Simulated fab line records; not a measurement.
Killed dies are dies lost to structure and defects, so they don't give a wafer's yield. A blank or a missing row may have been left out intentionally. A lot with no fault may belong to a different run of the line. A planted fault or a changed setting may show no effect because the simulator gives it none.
A struck lot beside a sound one ; flow gf180mcu ; 14 steps out of a route of 602
Sound: wafers L401.3, L401.4, L401.5. The struck wafers were L398.3, L398.5, L398.6. At the end, the cause is stated.
At each step with rows: each side's tool, then ch and its chambers, then its first start. Under that, the readings that differ: sound wafers ; struck wafers ; difference of the means ; sigmas: that difference in standard deviations of wafers without a fault.
alike: readings with means less than 2 such deviations apart, plus words and numbers identical on both sides. not compared: withheld readings, readings lacking a value on some wafer, bounds such as >300 that could conceal the same value, and numbers that have no deviation in the record and whose values overlap.
A row with sigmas, a row that says differs or no value, or rows on one side alone: a step with any of these is where the two part. Non-overlapping numbers with no deviation appear without sigmas and do not part them. Lack of a reading on every wafer of one side parts them only where that side has two or more wafers.

first, 3 steps without rows for these wafers: GF_VT_IMPLANT_EXPOSE_04 (exposes mask LVPWELL LV AREA, target cd 600 nm); GF_VT_IMPLANT_PEB_05; GF_VT_IMPLANT_DEVELOP_06 (develop time 60 s).
GF_VT_IMPLANT_OVL_MEAS_07:
  sound on overlay-01, day 9 10:34; struck on overlay-01, day 8 18:46
  alike: VT_IMPLANT_OVL
next, for these wafers, 1 step has no rows: GF_VT_IMPLANT_IMPLANT_08.
GF_VT_IMPLANT_STRIP_09: strips in O2/N2.
  sound on plasmaAsher-02 ch 0,1, day 9 10:47; struck on plasmaAsher-04 ch 0,1, day 8 18:59
  alike: drypumpMotorCurrentA, heaterPowerW, oesProductAu, stripTimeToEndpointS
  not compared: rfHoursCounterH
GF_VT_IMPLANT_TW_MEAS_10:
  sound on filmMetro-04, day 9 10:52; struck on filmMetro-04, day 8 19:04
  alike: VT_IMPLANT_TW
then, 5 steps without rows for these wafers: GF_VT_IMPLANT_DEHYDRATE_11 (time 60 s); GF_VT_IMPLANT_HMDS_12 (prime time 60 s); GF_VT_IMPLANT_COAT_13 (resist thk 1000 nm); GF_VT_IMPLANT_SOFTBAKE_14 (time 60 s); GF_VT_IMPLANT_EXPOSE_15 (exposes mask Nwell LV AREA, target cd 860 nm).
GF_VT_IMPLANT_PEB_16:
  sound on lithoTrack-03 ch 0, day 10 04:34; struck on lithoTrack-01, day 9 11:18
reading;sound;struck;difference;sigmas
exhaustPa (Pa);45.2 44.8 44.4;- - -;no value on the struck wafers;
  not compared: chillPlateTempC
then, 1 step without rows for these wafers: GF_VT_IMPLANT_DEVELOP_17 (develop time 60 s).

## WHERE THEY PART
At GF_VT_IMPLANT_PEB_16 and nowhere else, as far as this record goes.

WHY: what the simulator had put in
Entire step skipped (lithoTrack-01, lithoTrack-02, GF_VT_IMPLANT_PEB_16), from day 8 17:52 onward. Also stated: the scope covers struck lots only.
